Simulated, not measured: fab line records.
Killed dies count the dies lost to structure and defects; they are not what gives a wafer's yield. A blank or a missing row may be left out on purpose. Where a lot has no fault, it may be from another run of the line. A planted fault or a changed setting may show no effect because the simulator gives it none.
A struck lot beside a sound one -- flow sky130 -- 15 out of 708 route steps
Sound: wafers L292.2, L292.5, L292.6. Struck: wafers L306.1, L306.2, L306.5. At the end, the cause is stated.
At each step with rows: each side's tool, then ch and its chambers, then its first start. Under that, the readings that differ: sound wafers -- struck wafers -- difference of the means -- sigmas: that difference in standard deviations of wafers without a fault.
alike: same words and numbers on both sides, and readings whose means sit less than 2 such deviations apart. not compared: any withheld reading, any reading some wafer has no value for, any bound like >300 that may hide the same value, and any number with overlapping values for which the record gives no deviation.
A row with sigmas, a row that says differs or no value, or rows on one side alone: a step with any of these is where the two part. Numbers that have no deviation but don't overlap get no sigmas and don't part them. A reading that every wafer of one side lacks parts them only if that side has two wafers or more.

SKY_PWDE_STRIP_09: strips in O2/N2.
  sound on plasma-asher-01 ch 0,1, day 4 00:07; struck on plasma-asher-01 ch 0,1, day 7 07:46
  alike: chamber-pressure-mTorr, drypump-motor-current-A, oes-product-au, strip-time-to-endpoint-s
  not compared: rf-hours-counter-h
SKY_PWDE_TW_MEAS_10:
  struck on film-metro-04, day 7 07:52; sound on film-metro-04, day 4 00:14
  alike: PWDE_TW
then, 7 steps without rows for these wafers: SKY_NWELL_DEHYDRATE_03 (time 60 s); SKY_NWELL_HMDS_04 (prime time 60 s); SKY_NWELL_COAT_05 (resist thk 3000 nm); SKY_NWELL_SOFTBAKE_06; SKY_NWELL_EXPOSE_07 (exposes mask NWM, target cd 840 nm); SKY_NWELL_PEB_08; SKY_NWELL_DEVELOP_09 (develop time 60 s).
SKY_NWELL_OVL_MEAS_10:
  struck on overlay-02, day 8 03:44; sound on overlay-02, day 4 16:08
  alike: NWELL_00_OVL
then, 2 steps without rows for these wafers: SKY_NWELL_IMPLANT_11; SKY_NWELL_IMPLANT_12.
SKY_NWELL_IMPLANT_13:
  sound on implanter-03 ch 0, day 4 16:30; struck on implanter-03 ch 0, day 8 04:04
reading,sound,struck,difference,sigmas
beam-on-s (s),10.15 9.66 10.22,11.07 11.08 11.32,+1.15,+5
faraday-current-uA,3.89 4.06 3.86,3.56 3.56 3.48,-0.40,-5
  alike: dose-ions-cm2
SKY_NWELL_STRIP_14: strips in O2/N2.
  sound on plasma-asher-02 ch 0,1, day 4 16:37; struck on plasma-asher-01 ch 0,1, day 8 04:13
  alike: chamber-pressure-mTorr, drypump-motor-current-A, oes-product-au, strip-time-to-endpoint-s
  not compared: rf-hours-counter-h
-- the record jumps here: 41 days lie between the struck wafers' starts before and after (it left off in module NWELL and takes up again in module PAD_OPEN, whose first step shown is number 708 of the route) --
SKY_PAD_OPEN_PROBE_99:
  struck on prober-02, day 49 07:34; sound on prober-02, day 45 20:24
reading,sound,struck,difference,sigmas
model.etest.pfet_16v.vt-v (V),-1.093 -1.094 -1.092,-1.119 -1.123 -1.116,-0.026,
model.etest.pfet-g5v0d10v5.vt-long-v (V),-0.923 -0.9118 -0.9176,-0.9487 -0.9506 -0.9451,-0.0307,
model.etest.pfet_01v8_lvt.vt-sat-v (V),-0.4313 -0.4341 -0.4289,-0.4544 -0.4677 -0.4603,-0.0294,
model.etest.pfet_01v8_lvt.vt-v (V),-0.525 -0.5244 -0.5237,-0.5451 -0.5543 -0.55,-0.0254,
model.etest.pfet_01v8_lvt.vt-long-v (V),-0.6446 -0.6449 -0.6436,-0.6618 -0.6687 -0.6655,-0.0210,
model.etest.pfet_01v8_lvt.body-rise-v (V),-0.2049 -0.2063 -0.2054,-0.2038 -0.2022 -0.2028,+0.0026,
  alike: killed_at_M0_to_M3, killed_at_M4_up, killed-at-contacts, killed-at-front-end, killed-at-other, killed-dies, killed-open, killed-short
  not compared: model.etest.pfet-g5v0d10v5.vt-sat-v, model.etest.pfet-g5v0d10v5.vt-v

WHERE THEY PART
SKY_NWELL_IMPLANT_13 only, going by this record. Later steps at which nothing parts them and some readings are alike: SKY_NWELL_STRIP_14, SKY_PAD_OPEN_PROBE_99.

WHY: what the simulator had put in
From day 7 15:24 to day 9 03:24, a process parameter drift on implanter-03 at SKY_NWELL_IMPLANT_13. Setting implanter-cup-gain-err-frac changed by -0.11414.
